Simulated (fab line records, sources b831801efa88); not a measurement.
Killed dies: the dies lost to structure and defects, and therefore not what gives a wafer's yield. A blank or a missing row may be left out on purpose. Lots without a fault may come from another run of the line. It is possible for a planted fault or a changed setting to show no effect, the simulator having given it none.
Comparing a struck lot with a sound one -- flow sfqLine -- 14 out of 325 route steps
Sound: these wafers, L164.3, L164.4, L164.6. Wafers struck: L172.3, L172.5, L172.6. Last of all comes the cause.
For every step that has rows: the tool of each side, followed by ch and its chambers, followed by its first start. Under that, the readings that differ: sound wafers -- struck wafers -- difference of the means -- sigmas: that difference in standard deviations of wafers without a fault.
alike: readings with means less than 2 such deviations apart, plus words and numbers identical on both sides. not compared: withheld readings, readings lacking a value on some wafer, bounds such as >300 that could conceal the same value, and numbers that have no deviation in the record and whose values overlap.
A row with sigmas, a row that says differs or no value, or rows on one side alone: a step with any of these is where the two part. Numbers that have no deviation but don't overlap get no sigmas and don't part them. Lack of a reading on every wafer of one side parts them only where that side has two or more wafers.

SFQ_TRILAYER_I6_DEP_PECVD_165: deposits SiO2 from SiH4/N2O, time 111.11 s, target thk 500 nm.
  sound on pecvd-02 ch 0,1,2, day 64 20:20; struck on pecvd-04 ch 1,2, day 67 08:31
  alike: heaterPowerW, throttleValvePct
SFQ_TRILAYER_I6_CMP_CMP_166: polishes SiO2.
  sound on cmp-02 ch 1,2, day 65 23:46; struck on cmp-02 ch 2,3, day 68 16:26
reading,sound,struck,difference,sigmas
timeToEndpointS (s),226 223 225,197 205 207,-22,-2
  alike: motorCurrentA, slurryFilterDpKPa
SFQ_I6_BOW_MEAS_941:
  sound on filmMetro-02 at day 66 02:48; struck on filmMetro-02 at day 68 19:29
  alike: I6_BOW
SFQ_TRILAYER_I6_METRO_MEASURE_167:
  sound on filmMetro-02 at day 66 03:17; struck on filmMetro-02 at day 68 19:58
  alike: thkNm
then, 6 steps without rows for these wafers: SFQ_TRILAYER_I6_VIA_LITHO_COAT_174 (resist thk 62 nm); SFQ_TRILAYER_I6_VIA_LITHO_COAT_169 (resist thk 650 nm); SFQ_TRILAYER_I6_VIA_LITHO_SOFTBAKE_173; SFQ_TRILAYER_I6_VIA_LITHO_EXPOSE_170 (exposes mask I6, target cd 700 nm); SFQ_TRILAYER_I6_VIA_LITHO_PEB_172 (peb time 60 s); SFQ_TRILAYER_I6_VIA_LITHO_DEVELOP_171 (time 60 s).
SFQ_I6_OVL_MEAS_942:
  sound on overlay-02 at day 66 06:20; struck on overlay-01 at day 69 03:35
  alike: I6_OVL
SFQ_TRILAYER_I6_VIA_BARC_OPEN_VIA_ETCH_235: etches BARC in O2, target depth 125 nm, time 41.7 s.
  sound on rieDiel-04 ch 1,3, day 66 06:22; struck on rieDiel-04 ch 0,1,3, day 69 03:37
  alike: biasW, drypumpMotorCurrentA, oesProductAu, rfFwdPowerW
  not compared: rfHoursCounterH
SFQ_TRILAYER_I6_VIA_ETCH_VIA_ETCH_172: etches SiO2 in CHF3, stops on Nb, target depth 260 nm.
  sound on rieDiel-04 ch 1,3, day 66 06:24; struck on rieDiel-04 ch 0,1,3, day 69 03:39
reading,sound,struck,difference,sigmas
rfFwdPowerW (W),499.7 498.4 498.0,417.0 417.2 416.2,-81.9,-55
  alike: biasW, drypumpMotorCurrentA, oesProductAu
SFQ_TRILAYER_I6_VIA_STRIP_STRIP_173: strips in O2.
  sound on rieMetal-03 ch 0,1, day 66 06:43; struck on rieMetal-04 ch 0,1, day 69 03:58
  alike: drypumpMotorCurrentA, oesProductAu
  not compared: rfHoursCounterH

## WHERE THEY PART
Earliest at SFQ_TRILAYER_I6_CMP_CMP_166; latest, in this record, at SFQ_TRILAYER_I6_VIA_ETCH_VIA_ETCH_172. Later steps at which nothing parts them and some readings are alike: SFQ_TRILAYER_I6_VIA_STRIP_STRIP_173.

WHY: what had been put in by the simulator
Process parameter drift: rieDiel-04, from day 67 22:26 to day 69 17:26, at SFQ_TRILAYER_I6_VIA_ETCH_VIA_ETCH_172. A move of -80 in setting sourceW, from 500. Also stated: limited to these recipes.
